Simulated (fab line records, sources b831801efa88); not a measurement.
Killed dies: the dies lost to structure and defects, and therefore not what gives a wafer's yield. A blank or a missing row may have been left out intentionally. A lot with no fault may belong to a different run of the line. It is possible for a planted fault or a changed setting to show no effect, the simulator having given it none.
Tool commonality check	flow gf180mcu	13 lots, 39 wafers sampled

== THE REASON FOR OPENING IT ==
Of 13 lots, 2 have the reading TOP_METAL_ALCU_RS flagged at GF_TOP_METAL_RS_MEAS_05. Wafers without a fault read 0.0329 ohm/sq, standard deviation 0.0004.
Rule: a lot is flagged when every wafer of it that has a number lies more than 4 standard deviations from that mean, or none has a number. The rest of the lots are taken to be sound.

lot	measured	on	TOP_METAL_ALCU_RS (ohm/sq), wafer by wafer	flag
L274	day 27 07:53	film-metro-01	0.0332 0.0326 0.0330	
L276	day 27 21:31	film-metro-02	0.0326 0.0319 0.0319	
L277	day 28 09:48	film-metro-02	0.0328 0.0326 0.0327	
L279	day 29 00:11	film-metro-01	0.0331 0.0333 0.0331	
L282	day 29 23:22	film-metro-02	0.0322 0.0324 0.0327	
L283	day 30 03:37	film-metro-01	0.0333 0.0329 0.0330	
L285	day 31 01:33	film-metro-03	0.0321 0.0319 0.0320	
L287	day 31 09:04	film-metro-01	0.0179 0.0180 0.0180	FLAGGED
L288	day 31 14:50	film-metro-01	0.0181 0.0180 0.0179	FLAGGED
L290	day 32 04:54	film-metro-02	0.0331 0.0331 0.0331	
L291	day 32 07:32	film-metro-01	0.0329 0.0333 0.0326	
L293	day 32 17:17	film-metro-01	0.0326 0.0326 0.0330	
L297	day 33 18:34	film-metro-03	0.0332 0.0331 0.0331	
On average the flagged lots' numbers are 0.0180 ohm/sq, which is -0.0149 ohm/sq against the usual, or -37 standard deviations.

== TOOL THAT RAN EACH LOT ==
The record keeps 1 process step preceding the reading, out of 602 steps on the route. Cell contents, in order: the tool; ch with the chambers the sampled wafers went through; the start.
lot	flag	GF_TOP_METAL_SPUTTER_02
L274		pvd-sputter-02, day 27 07:48
L276		pvd-sputter-02, day 27 21:25
L277		pvd-sputter-04, day 28 09:43
L279		pvd-sputter-04, day 29 00:04
L282		pvd-sputter-04, day 29 23:14
L283		pvd-sputter-04, day 30 03:29
L285		pvd-sputter-02, day 31 01:28
L287	FLAGGED	pvd-sputter-04, day 31 08:59
L288	FLAGGED	pvd-sputter-04, day 31 14:42
L290		pvd-sputter-01, day 32 04:47
L291		pvd-sputter-02, day 32 07:26
L293		pvd-sputter-02, day 32 17:10
L297		pvd-sputter-01, day 33 18:26
What is done by these steps:
- GF_TOP_METAL_SPUTTER_02: material AlCu, target thk 900 nm, time 47.82 s.
- GF_TOP_METAL_RS_MEAS_05: measures by four-point-probe.

== FLAGGED AGAINST TOTAL, ONE TOOL AT A TIME (gauges that did the reading follow at the end) ==
step	tool	lots run	flagged	share of the flagged lots	sound lots run after its first flagged lot
GF_TOP_METAL_SPUTTER_02	pvd-sputter-01	2	0	none	-
GF_TOP_METAL_SPUTTER_02	pvd-sputter-02	5	0	none	-
GF_TOP_METAL_SPUTTER_02	pvd-sputter-04	6	2	all	0
GF_TOP_METAL_RS_MEAS_05	film-metro-01	7	2	all	2 (L291,L293)
GF_TOP_METAL_RS_MEAS_05	film-metro-02	4	0	none	-
GF_TOP_METAL_RS_MEAS_05	film-metro-03	2	0	none	-

== WHAT IS ALLOWED BY THE TABLE ==
Table rows that saw every flagged lot: 2, namely pvd-sputter-04 at GF_TOP_METAL_SPUTTER_02 and film-metro-01 at GF_TOP_METAL_RS_MEAS_05.
- pvd-sputter-04 at GF_TOP_METAL_SPUTTER_02 ran 6 lots, 2 of them flagged. Its last sound lot is L283 (day 30 03:29), its first flagged lot L287 (day 31 08:59): a fault that began between those two fits.
- film-metro-01 at GF_TOP_METAL_RS_MEAS_05 ran 7 lots, 2 of them flagged. Lots that were sound ran on it after the first flagged one (L291, L293); a persistent fault on the entire tool would not allow that.
Just one tool remains: pvd-sputter-04 at GF_TOP_METAL_SPUTTER_02.

== WHAT THE SIMULATOR PUT IN ==
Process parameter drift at GF_TOP_METAL_SPUTTER_02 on pvd-sputter-04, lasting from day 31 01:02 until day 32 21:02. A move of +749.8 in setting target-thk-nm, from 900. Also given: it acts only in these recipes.
Lots struck among those shown: L287, L288. The same result came from the rule above.
